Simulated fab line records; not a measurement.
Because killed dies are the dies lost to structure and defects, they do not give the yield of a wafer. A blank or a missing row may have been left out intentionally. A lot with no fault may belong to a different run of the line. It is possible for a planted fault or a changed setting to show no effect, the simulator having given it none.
The tool behind it: which one? ; flow gf180mcu ; 42 wafers from 14 lots sampled at 7 of the route's 602 steps

WHAT EACH GAUGE READ, for each wafer
GF_PSD_TW_MEAS_11.
lot;measured;on;PSD_TW
L804;day 13 20:11;film metro-04;3163 3160 3168
L805;day 15 03:09;film metro-04;3156 3173 3161
L806;day 15 11:19;film metro-04;3185 3174 3194
L807;day 15 12:20;film metro-03;3153 3161 3159
L809;day 16 01:07;film metro-04;3161 3160 3153
L811;day 16 20:23;film metro-01;30 30 30
L813;day 17 14:33;film metro-04;30 30 30
L818;day 19 07:52;film metro-03;3158 3156 3165
L819;day 19 17:56;film metro-03;3164 3181 3171
L821;day 20 12:55;film metro-03;3154 3167 3160
L822;day 21 02:56;film metro-03;3163 3176 3148
L823;day 21 08:14;film metro-04;3160 3169 3173
L825;day 21 19:30;film metro-04;3167 3156 3168
L827;day 22 03:56;film metro-03;3155 3184 3168

GF_PSD_RS_MEAS_15: measures by four-point-probe.
lot;measured;on;PSD_RS (ohm/sq)
L804;day 13 20:31;film metro-04;109.1 108.7 109.2
L805;day 15 03:28;film metro-03;108.6 108.6 108.4
L806;day 15 11:38;film metro-03;108.3 108.4 108.4
L807;day 15 12:39;film metro-01;108.5 108.3 108.4
L809;day 16 01:26;film metro-04;108.3 108.6 108.2
L811;day 16 20:43;film metro-01;133.0 133.0 132.9
L813;day 17 14:52;film metro-03;133.1 132.9 132.8
L818;day 19 08:11;film metro-04;108.6 108.5 108.3
L819;day 19 18:16;film metro-01;108.3 108.4 108.7
L821;day 20 13:14;film metro-03;108.5 108.5 108.7
L822;day 21 03:15;film metro-04;108.9 109.0 108.8
L823;day 21 08:34;film metro-04;108.9 108.9 108.5
L825;day 21 19:49;film metro-03;109.2 108.7 108.8
L827;day 22 04:15;film metro-01;108.2 108.0 108.2

GF_V1_THK_MEAS_25: measures by xrf.
lot;measured;on;V1_W_THK (nm)
L804;day 17 18:16;film metro-04;330 337 335
L805;day 19 04:20;film metro-04;335 335 334
L806;day 19 11:44;film metro-04;327 328 325
L807;day 19 15:19;film metro-04;327 328 330
L809;day 20 05:45;film metro-04;339 339 342
L818;day 23 13:43;film metro-02;336 329 331
L819;day 23 21:01;film metro-04;327 331 330
L821;day 24 14:14;film metro-04;330 338 331
L822;day 25 04:37;film metro-02;327 337 338
L823;day 25 10:00;film metro-04;327 327 331
L825;day 25 19:42;film metro-03;333 337 336
L827;day 26 02:52;film metro-03;328 330 328

GF_V3_CD_MEAS_14: target cd 260 nm.
lot;measured;on;cd nm (nm)
L804;day 22 00:01;cd sem-02;260.3 259.3 260.2
L805;day 23 07:59;cd sem-01;259.1 259.3 259.0
L806;day 23 15:22;cd sem-01;260.4 259.5 261.4
L807;day 23 18:44;cd sem-02;260.1 260.8 261.7
L809;day 24 06:50;cd sem-01;260.6 260.3 261.3
L818;day 27 07:19;cd sem-01;260.3 261.1 261.1
L819;day 27 16:02;cd sem-02;260.2 260.1 260.7
L821;day 28 05:38;cd sem-01;261.4 260.9 261.2
L822;day 28 18:58;cd sem-02;261.0 260.8 261.0
L823;day 28 22:32;cd sem-01;261.1 261.3 262.2
L825;day 29 08:14;cd sem-02;262.9 260.2 262.9
L827;day 29 14:28;cd sem-02;259.4 260.5 259.6

WHAT TOOL EACH LOT RAN ON (gives the tool, then ch and the chambers of the sampled wafers, and finally the start)
lot;GF_PSD_IMPLANT_09;GF_PSD_STRIP_10;GF_V1_ETCH_17
L804;implanter-01 ch 0, day 13 19:58;plasma asher-04 ch 0,1, day 13 20:05;rie diel-03 ch 1,2, day 17 18:16 or earlier
L805;implanter-02 ch 0, day 15 02:54;plasma asher-03 ch 0,1, day 15 03:03;rie diel-03 ch 1,3, day 19 04:20 or earlier
L806;implanter-03 ch 0, day 15 11:04;plasma asher-04 ch 0,1, day 15 11:13;rie diel-04 ch 0,1,2, day 19 11:44 or earlier
L807;implanter-02 ch 0, day 15 12:05;plasma asher-04 ch 0,1, day 15 12:13;rie diel-04 ch 0,1,3, day 19 15:19 or earlier
L809;implanter-01 ch 0, day 16 00:51;plasma asher-04 ch 0,1, day 16 01:00;rie diel-02 ch 0,3, day 20 05:45 or earlier
L811;implanter-02, day 16 20:10;plasma asher-03 ch 0,1, day 16 20:18;-
L813;implanter-03, day 17 14:18;plasma asher-02 ch 0,1, day 17 14:27;-
L818;implanter-03 ch 0, day 19 07:37;plasma asher-04 ch 0,1, day 19 07:46;rie diel-04 ch 0,3, day 23 13:43 or earlier
L819;implanter-03 ch 0, day 19 17:43;plasma asher-02 ch 0,1, day 19 17:51;rie diel-04 ch 0,3, day 23 21:01 or earlier
L821;implanter-03 ch 0, day 20 12:40;plasma asher-02 ch 0,1, day 20 12:49;rie diel-04 ch 1,2,3, day 24 14:14 or earlier
L822;implanter-02 ch 0, day 21 02:41;plasma asher-04 ch 0,1, day 21 02:49;rie diel-04 ch 1,2, day 25 04:37 or earlier
L823;implanter-02 ch 0, day 21 08:01;plasma asher-02 ch 0,1, day 21 08:09;rie diel-04 ch 2,3, day 25 10:00 or earlier
L825;implanter-03 ch 0, day 21 19:15;plasma asher-04 ch 0,1, day 21 19:24;rie diel-02 ch 0,1,2, day 25 19:42 or earlier
L827;implanter-03 ch 0, day 22 03:41;plasma asher-03 ch 0,1, day 22 03:49;rie diel-04 ch 0,1,3, day 26 02:52 or earlier
- GF_PSD_IMPLANT_09
- GF_PSD_STRIP_10: strips in O2/N2.
- GF_V1_ETCH_17: etches SiO2 in C4F8/O2/Ar, stops on TiN, target depth 630 nm.

WHAT THE TOOLS THEMSELVES READ (means of the sampled wafers that have a number; where no wafer has one, the mark that the record gives instead)
GF_PSD_IMPLANT_09.
lot;tool;beam energy keV;beam on s (s);dose ions cm2;faraday current uA;tilt deg (degrees)
L804;implanter-01;39.990;10.06;1.4981e+15;8198;7.018
L805;implanter-02;39.986;10.04;1.4988e+15;8234;7.013
L806;implanter-03;40.012;9.97;1.5001e+15;8288;7.000
L807;implanter-02;39.986;9.94;1.4975e+15;8294;6.985
L809;implanter-01;39.994;10.01;1.4990e+15;8224;6.985
L811;implanter-02;-;-;-;-;-
L813;implanter-03;-;-;-;-;-
L818;implanter-03;39.997;9.92;1.5010e+15;8317;7.003
L819;implanter-03;40.010;9.90;1.5005e+15;8337;7.011
L821;implanter-03;39.996;9.96;1.4995e+15;8270;7.002
L822;implanter-02;39.991;9.99;1.4990e+15;8252;7.032
L823;implanter-02;40.002;9.95;1.5001e+15;8309;6.991
L825;implanter-03;39.996;9.97;1.4993e+15;8275;7.006
L827;implanter-03;39.994;10.02;1.4987e+15;8212;7.034

GF_PSD_STRIP_10.
lot;tool;drypump motor current A (A);heater power w (W);o2 flow sccm (sccm);oes product au (a.u.);strip time to endpoint s (s)
L804;plasma asher-04;5.3;319;3010;0.593;16.54
L805;plasma asher-03;6.2;366;3007;0.592;16.59
L806;plasma asher-04;5.4;314;2991;0.596;16.61
L807;plasma asher-04;5.4;308;2995;0.594;16.55
L809;plasma asher-04;5.4;309;3007;0.590;16.52
L811;plasma asher-03;6.5;362;2992;0.716;12.63
L813;plasma asher-02;5.7;322;3005;0.718;12.63
L818;plasma asher-04;5.3;319;2992;0.587;16.64
L819;plasma asher-02;6.2;315;3000;0.597;16.59
L821;plasma asher-02;6.2;321;2995;0.587;16.56
L822;plasma asher-04;5.3;321;3001;0.593;16.53
L823;plasma asher-02;5.7;321;2999;0.590;16.51
L825;plasma asher-04;5.5;309;2995;0.591;16.46
L827;plasma asher-03;6.5;358;2995;0.590;16.58

GF_V1_ETCH_17.
lot;tool;oes product au (a.u.)
L804;rie diel-03;0.857
L805;rie diel-03;0.857
L806;rie diel-04;0.855
L807;rie diel-04;0.856
L809;rie diel-02;0.854
L818;rie diel-04;0.857
L819;rie diel-04;0.858
L821;rie diel-04;0.854
L822;rie diel-04;0.851
L823;rie diel-04;0.856
L825;rie diel-02;0.856
L827;rie diel-04;0.856

THE ANSWER, worked out from the rows above alone
Rule: the usual values come from the lots themselves. The widest of any qualifying gaps counts: lots, ordered by their means at a reading, are off when they make up no more than a third of the lots, leave a main group of 4 or more, and stand apart from it by 3 or more times the standard deviation of that group's means. A main group is skipped when, at the precision printed for the reading in the tables above, its means are all equal. Also off: a lot with no number at a reading for which 4 or more lots have one. Any other lot the step has rows for is counted as sound. Order of review: gauges by route order, followed by the tools' own readings, for which a lot's mean as printed above is used. The first step at which some lot is off is used, and at that step the reading that is off furthest; a lot without a number counts as furthest.
Off: L811, L813, at GF_PSD_TW_MEAS_11 (PSD_TW). Mean 3165 and standard deviation 7.1 in the main group.
If a tool, at a process step before that reading, ran all the lots that are off and no sound lot after the first of them, it fits. The gauges at GF_PSD_TW_MEAS_11 aren't tried: what is off there is off at GF_PSD_IMPLANT_09 too, on other tools, and a gauge's error can't cause that. No candidate that was tried fits.

WHAT HAD BEEN PUT IN BY THE SIMULATOR
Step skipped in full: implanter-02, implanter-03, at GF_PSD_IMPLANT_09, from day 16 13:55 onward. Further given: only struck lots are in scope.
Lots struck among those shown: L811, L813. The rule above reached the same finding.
